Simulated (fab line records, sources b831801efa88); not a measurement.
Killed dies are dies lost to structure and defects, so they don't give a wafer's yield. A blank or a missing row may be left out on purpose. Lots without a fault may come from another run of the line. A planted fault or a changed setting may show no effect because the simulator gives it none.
fab line records | flow gf180mcu
record lots=13 wafers=39 last_day=34
route steps=602 shown M4@459 V4@491 MIM@509 V5@552
lots that met no fault: from a run of the same line without faults
start_h: hours from the record's first day to the start of the lot's first wafer shown | wait_h: hours since the lot's step before | " the same as in the row above | L1.1+2: a row that stands for several wafers | - no value, or no start given | * or withheld: withheld | < > ~ a bound
route shown NAME@n: a module of which the file shows steps, and the number in the route of the first | usual: mean/standard deviation of fault-free wafers | same: alike in all rows | chamber/n: place in a boat | sites: the reading at each site | _std_site: their standard deviation | _edge_site: outer sites' mean less inner sites' | radius_mm: how far each site lies from the wafer's centre | mask NAME#n: copy n | behind: the tool/chamber that last shaped the wafer | hold: why the lot was held/for how many hours/how that ended | device: the transistor (n, p or np) that didn't switch | end of line: the same wafers' tests at the end of the route | a step without rows: its recipe alone | killed: dies lost to structure and defects at the first sort, not the wafer's yield | map: a wafer's dies, x killed, . not, _ none there
set.NAME: the setting as run; set.NAME@STEP: as run at that earlier step | model.NAME: the simulator's own value behind a step, which no gauge read
steps of the route over a sample of lots; a table a step, a row a wafer
services: from which hour (start_h, from the record's first day; less than 0 if before it) a tool's chamber was out of use, for how many hours, and why
## steps
# step GF_M4_SPUTTER_03
# recipe material=Ti target_thk_nm=10 substrate_temp_c=300 chamber_pressure_pa=0.3 power_w=3000 time_s=6.7
# usual throttle_valve_pct=29.9/1.2
# columns lot.wafer tool chamber start_h wait_h throttle_valve_pct
L453.2 pvd_sputter-01 - 548.94 0.0 29.9
L453.4 " - " " 30.2
L453.5 " - " " 31.0
L455.3 pvd_sputter-02 - 550.75 0.0 29.5
L455.5 " - " " 27.6
L455.6 " - " " 28.9
L456.3 pvd_sputter-02 - 567.23 0.0 29.3
L456.5 " - " " 31.9
L456.6 " - " " 29.3
L457.1 pvd_sputter-01 - 569.80 0.0 29.8
L457.3 " - " " 30.1
L457.6 " - " " 30.9
L458.2 pvd_sputter-01 - 580.14 0.0 31.0
L458.3 " - " " 29.9
L458.6 " - " " 30.7
L460.3 pvd_sputter-04 - 591.64 0.0 29.9
L460.4 " - " " 27.9
L460.5 " - " " 28.4
L461.1 pvd_sputter-04 - 596.75 0.0 30.5
L461.5 " - " " 30.4
L461.6 " - " " 29.4
L469.2 pvd_sputter-01 - 660.69 0.0 30.1
L469.4 " - " " 31.2
L469.6 " - " " 30.2
L470.1 pvd_sputter-01 - 663.67 0.0 30.9
L470.4 " - " " 30.2
L470.5 " - " " 31.1
L471.2 pvd_sputter-02 - 672.13 0.0 29.0
L471.4 " - " " 27.8
L471.5 " - " " 27.6
L472.2 pvd_sputter-01 - 679.53 0.0 29.3
L472.4 " - " " 30.9
L472.5 " - " " 29.0
L473.3 pvd_sputter-02 - 684.09 0.0 29.0
L473.4 " - " " 29.5
L473.6 " - " " 28.0
L474.1 pvd_sputter-02 - 690.47 0.0 29.4
L474.3 " - " " 29.2
L474.4 " - " " 31.9
# step GF_V4_OVL_MEAS_15
# usual V4_OVL=1/6.4
# columns lot.wafer tool chamber start_h wait_h V4_OVL[nm]
L453.2 overlay-02 - 594.13 0.1 -8
L453.4 " - " " -8
L453.5 " - " " -1
L455.3 overlay-01 - 596.15 0.1 -3
L455.5 " - " " 4
L455.6 " - " " 6
L456.3 overlay-02 - 611.47 0.1 3
L456.5 " - " " 8
L456.6 " - " " -1
L457.1 overlay-01 - 613.34 0.1 10
L457.3 " - " " 4
L457.6 " - " " 14
L458.2 overlay-01 - 623.51 0.1 -16
L458.3 " - " " -15
L458.6 " - " " -8
L460.3 overlay-01 - 634.36 0.1 1
L460.4 " - " " 9
L460.5 " - " " -2
L461.1 overlay-01 - 639.25 0.1 -7
L461.5 " - " " -3
L461.6 " - " " 0
L469.2 overlay-01 - 701.58 0.1 7
L469.4 " - " " 2
L469.6 " - " " -1
L470.1 overlay-01 - 703.82 0.1 4
L470.4 " - " " 5
L470.5 " - " " 6
L471.2 overlay-01 - 711.43 0.1 -1
L471.4 " - " " 1
L471.5 " - " " -6
L472.2 overlay-01 - 718.47 0.1 7
L472.4 " - " " 0
L472.5 " - " " -2
L473.3 overlay-01 - 723.06 0.1 -3
L473.4 " - " " -6
L473.6 " - " " -1
L474.1 overlay-01 - 728.07 0.1 3
L474.3 " - " " 6
L474.4 " - " " -2
# step GF_MIM_THK_MEAS_06
# recipe reads=Si3N4_of_MIM_CVD_05
# usual MIM_CVD_05_THK=42.2/0.54
# columns lot.wafer tool chamber start_h wait_h MIM_CVD_05_THK[nm]
L453.2 film_metro-03 - 595.78 0.0 42.0
L453.4 " - " " 41.9
L453.5 " - " " 42.7
L455.3 film_metro-01 - 597.81 0.0 41.3
L455.5 " - " " 41.8
L455.6 " - " " 41.8
L456.3 film_metro-03 - 613.12 0.0 42.2
L456.5 " - " " 42.6
L456.6 " - " " 42.3
L457.1 film_metro-04 - 614.99 0.0 42.0
L457.3 " - " " 42.1
L457.6 " - " " 42.6
L458.2 film_metro-03 - 625.16 0.0 42.1
L458.3 " - " " 42.5
L458.6 " - " " 42.9
L460.3 film_metro-03 - 636.23 0.0 42.2
L460.4 " - " " 43.2
L460.5 " - " " 43.0
L461.1 film_metro-03 - 640.93 0.0 42.2
L461.5 " - " " 42.7
L461.6 " - " " 42.4
L469.2 film_metro-03 - 703.23 0.0 41.8
L469.4 " - " " 42.1
L469.6 " - " " 42.6
L470.1 film_metro-01 - 705.47 0.0 41.8
L470.4 " - " " 42.9
L470.5 " - " " 42.8
L471.2 film_metro-04 - 713.08 0.0 41.6
L471.4 " - " " 41.9
L471.5 " - " " 42.2
L472.2 film_metro-04 - 720.22 0.0 41.2
L472.4 " - " " 42.4
L472.5 " - " " 42.6
L473.3 film_metro-03 - 724.83 0.0 41.3
L473.4 " - " " 42.0
L473.6 " - " " 41.9
L474.1 film_metro-03 - 729.78 0.0 41.9
L474.3 " - " " 41.9
L474.4 " - " " 43.0
# step GF_V5_PEB_12
# recipe peb_temp_c=135 peb_time_s=90 resist=KrF
# usual chill_plate_temp_C=22.99/0.11 heater_power_total_W=85.71/0.085
# columns lot.wafer tool chamber start_h wait_h chill_plate_temp_C heater_power_total_W
L453.2 litho_track-04 0 658.59 - 22.85 85.79
L453.4 " 0 " " 23.06 85.66
L453.5 " 0 " " 23.03 85.67
L455.3 litho_track-02 0 659.91 - 23.08 85.56
L455.5 " 0 " " 23.17 85.80
L455.6 " 0 " " 23.04 85.74
L456.3 litho_track-01 0 674.69 - 22.99 85.63
L456.5 " 0 " " 22.93 85.71
L456.6 " 0 " " 22.77 85.76
L457.1 litho_track-02 0 675.90 - 23.09 85.82
L457.3 " 0 " " 22.94 85.78
L457.6 " 0 " " 23.05 85.67
L458.2 litho_track-02 0 684.73 - 22.95 91.28
L458.3 " 0 " " 22.75 91.26
L458.6 " 0 " " 22.98 91.19
L460.3 litho_track-02 0 695.96 - 22.98 91.35
L460.4 " 0 " " 22.93 91.28
L460.5 " 0 " " 23.13 91.38
L461.1 litho_track-02 0 700.20 - 23.02 91.14
L461.5 " 0 " " 22.93 91.39
L461.6 " 0 " " 22.94 91.31
L469.2 litho_track-01 0 756.20 - 22.99 85.55
L469.4 " 0 " " 23.04 85.81
L469.6 " 0 " " 22.95 85.63
L470.1 litho_track-01 0 759.87 - 23.08 85.63
L470.4 " 0 " " 22.97 85.85
L470.5 " 0 " " 23.11 85.74
L471.2 litho_track-02 0 765.23 - 23.04 85.75
L471.4 " 0 " " 23.00 85.74
L471.5 " 0 " " 23.06 85.82
L472.2 litho_track-04 0 772.53 - 23.00 85.75
L472.4 " 0 " " 22.88 85.81
L472.5 " 0 " " 22.91 85.83
L473.3 litho_track-04 0 776.12 - 23.04 85.74
L473.4 " 0 " " 22.94 85.64
L473.6 " 0 " " 22.91 85.64
L474.1 litho_track-04 0 780.60 - 22.94 85.58
L474.3 " 0 " " 23.01 85.66
L474.4 " 0 " " 22.98 85.79
# step GF_V5_CD_MEAS_14
# recipe target_cd_nm=260
# usual cd_nm=260.0/1.4
# columns lot.wafer tool chamber start_h wait_h cd_nm
L453.2 cd_sem-02 - 658.92 0.1 261.4
L453.4 " - " " 261.8
L453.5 " - " " 260.6
L455.3 cd_sem-02 - 660.24 0.1 257.4
L455.5 " - " " 256.3
L455.6 " - " " 256.4
L456.3 cd_sem-01 - 675.01 0.1 261.4
L456.5 " - " " 260.4
L456.6 " - " " 260.0
L457.1 cd_sem-02 - 676.25 0.1 260.6
L457.3 " - " " 259.0
L457.6 " - " " 260.0
L458.2 cd_sem-02 - 685.07 0.1 255.0
L458.3 " - " " 253.4
L458.6 " - " " 254.8
L460.3 cd_sem-02 - 696.29 0.1 255.5
L460.4 " - " " 255.9
L460.5 " - " " 254.9
L461.1 cd_sem-01 - 700.55 0.1 257.2
L461.5 " - " " 257.9
L461.6 " - " " 256.0
L469.2 cd_sem-02 - 756.54 0.1 261.4
L469.4 " - " " 261.5
L469.6 " - " " 261.0
L470.1 cd_sem-02 - 760.22 0.1 260.2
L470.4 " - " " 259.7
L470.5 " - " " 259.8
L471.2 cd_sem-02 - 765.57 0.1 259.8
L471.4 " - " " 259.3
L471.5 " - " " 261.4
L472.2 cd_sem-01 - 772.87 0.1 259.0
L472.4 " - " " 258.1
L472.5 " - " " 258.9
L473.3 cd_sem-02 - 776.44 0.1 259.3
L473.4 " - " " 260.1
L473.6 " - " " 259.7
L474.1 cd_sem-02 - 780.95 0.1 260.5
L474.3 " - " " 261.1
L474.4 " - " " 260.5
## services
# columns tool chamber start_h hours kind
pvd_sputter-02 - 538.50 0.5 repair
pvd_sputter-02 2 548.07 - consumable_replace:kit
pvd_sputter-02 2 548.07 18.0 scheduled_down
pvd_sputter-02 2 548.07 18.0 vent_cycle
pvd_sputter-02 - 577.26 9.2 repair
pvd_sputter-01 - 589.15 3.4 repair
pvd_sputter-04 2 604.08 - consumable_replace:kit
pvd_sputter-04 2 604.08 18.0 scheduled_down
pvd_sputter-04 2 604.08 18.0 vent_cycle
pvd_sputter-01 - 650.97 0.6 repair
pvd_sputter-01 3 656.20 - consumable_replace:kit
pvd_sputter-01 3 656.20 18.0 scheduled_down
pvd_sputter-01 3 656.20 18.0 vent_cycle
pvd_sputter-04 1 726.34 - consumable_replace:kit
pvd_sputter-04 1 726.34 18.0 scheduled_down
pvd_sputter-02 1 726.73 - consumable_replace:kit
pvd_sputter-02 1 726.73 18.0 scheduled_down
pvd_sputter-02 1 726.73 18.0 vent_cycle
pvd_sputter-01 2 729.75 - consumable_replace:kit
pvd_sputter-01 2 729.75 18.0 scheduled_down
pvd_sputter-01 2 729.75 18.0 vent_cycle
pvd_sputter-02 - 737.25 0.8 repair
pvd_sputter-04 - 748.01 3.7 repair
pvd_sputter-02 - 769.98 22.8 repair
## key
first_sign step=GF_V5_PEB_12 reading=heater_power_total_W direction=up sigmas=66 usual=85.71 struck=91.29
effect step=GF_V5_CD_MEAS_14 reading=cd_nm direction=down sigmas=3.2 usual=260.0 struck=255.6 through=control_loop
met_at GF_V5_PEB_12
struck_lots L458,L460,L461
loop_trim step=GF_V5_EXPOSE_11 setting=dose lots=L460
not_acting_at GF_M4_SPUTTER_03,GF_V4_OVL_MEAS_15,GF_MIM_THK_MEAS_06
onset_between 675.90 684.73
fault kind=process_parameter_drift tool=litho_track-02 chamber=- onset_h=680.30 steps=GF_V5_PEB_12 channel=peb_time_s offset=* shape=step end_h=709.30 acts_in=* stated=*
# loop_trim: a control loop set the setting to another value than it would have without faults
